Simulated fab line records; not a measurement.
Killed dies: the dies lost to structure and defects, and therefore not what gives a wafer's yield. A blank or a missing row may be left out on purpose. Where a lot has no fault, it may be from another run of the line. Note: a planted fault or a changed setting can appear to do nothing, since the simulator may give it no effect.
A lot that was struck, set against a sound lot -- flow sfq-line -- 14 steps out of a route of 325
Sound: these wafers, L781.3, L781.4, L781.5. Struck: wafer L791.4 (left out: L791.6, a lot-mate that was not struck); the cause follows at the end.
Per side, at each step with rows, come the tool, then ch with its chambers, and then its first start. Under that, the readings that differ: sound wafers -- struck wafers -- difference of the means -- sigmas: that difference in standard deviations of wafers without a fault.
alike: same words and numbers on both sides, and readings whose means sit less than 2 such deviations apart. not compared: any withheld reading, any reading some wafer has no value for, any bound like >300 that may hide the same value, and any number with overlapping values for which the record gives no deviation.
A row with sigmas, a row that says differs or no value, or rows on one side alone: a step with any of these is where the two part. Non-overlapping numbers with no deviation appear without sigmas and do not part them. A reading missing from all wafers of one side parts the sides only when that side holds two or more wafers.

SFQ_TRILAYER_I7_VIA_BARC_OPEN_VIA_ETCH_260: etches BARC in O2, target depth 125 nm, time 41.7 s.
  sound on rie-diel-02 ch 1,3, day 74 00:10; struck on rie-diel-03 ch 3, day 80 13:10
  alike: drypump-motor-current-A, oes-product-au
  not compared: rf-hours-counter-h
SFQ_TRILAYER_I7_VIA_ETCH_VIA_ETCH_190: etches SiO2 in CHF3, stops on Nb, target depth 260 nm.
  sound on rie-diel-02 ch 1,3, day 74 00:12; struck on rie-diel-03 ch 3, day 80 13:16
  alike: drypump-motor-current-A, oes-product-au
SFQ_TRILAYER_I7_VIA_STRIP_STRIP_191: strips in O2.
  sound on rie-metal-04 ch 0,1, day 74 00:31; struck on rie-metal-03 ch 0, day 80 13:34
  alike: drypump-motor-current-A, oes-product-au
  not compared: rf-hours-counter-h
then, 8 steps without rows for these wafers: SFQ_TRILAYER_I7_VIA_STRIP_SOLV_CLEAN_192 (cleans in NMP, time 600 s); SFQ_TRILAYER_M8_LITHO_LOR_COAT_197; SFQ_TRILAYER_M8_LITHO_LOR_BAKE_198; SFQ_TRILAYER_M8_LITHO_COAT_193 (resist thk 600 nm); SFQ_TRILAYER_M8_LITHO_SOFTBAKE_199; SFQ_TRILAYER_M8_LITHO_EXPOSE_194 (exposes mask M8, target cd 2000 nm); SFQ_TRILAYER_M8_LITHO_PEB_196 (peb time 60 s); SFQ_TRILAYER_M8_LITHO_DEVELOP_195 (img clear 15 s, time 55 s).
SFQ_M8_OVL_MEAS_948:
  sound: overlay-01 at day 77 20:11; struck: overlay-02 at day 80 23:52
  alike: M8_OVL
SFQ_TRILAYER_M8_DEP_EVAP_197: material Ti, target thk 20 nm, time 100 s.
  sound: pvd-sputter-01 at day 77 20:13; struck: pvd-sputter-01 at day 80 23:52
reading,sound,struck,difference,sigmas
model.Ti_of_TRILAYER_M8_DEP_EVAP_197.thk-nm (nm),19.96 19.95 19.92,22.67,+2.73,
then, 1 step without rows for these wafers: SFQ_TRILAYER_M8_DEP_EVAP_198 (material Pt, target thk 50 nm, time 250 s).

WHERE THEY PART
Nowhere in this record.

WHY: whatever the simulator had introduced
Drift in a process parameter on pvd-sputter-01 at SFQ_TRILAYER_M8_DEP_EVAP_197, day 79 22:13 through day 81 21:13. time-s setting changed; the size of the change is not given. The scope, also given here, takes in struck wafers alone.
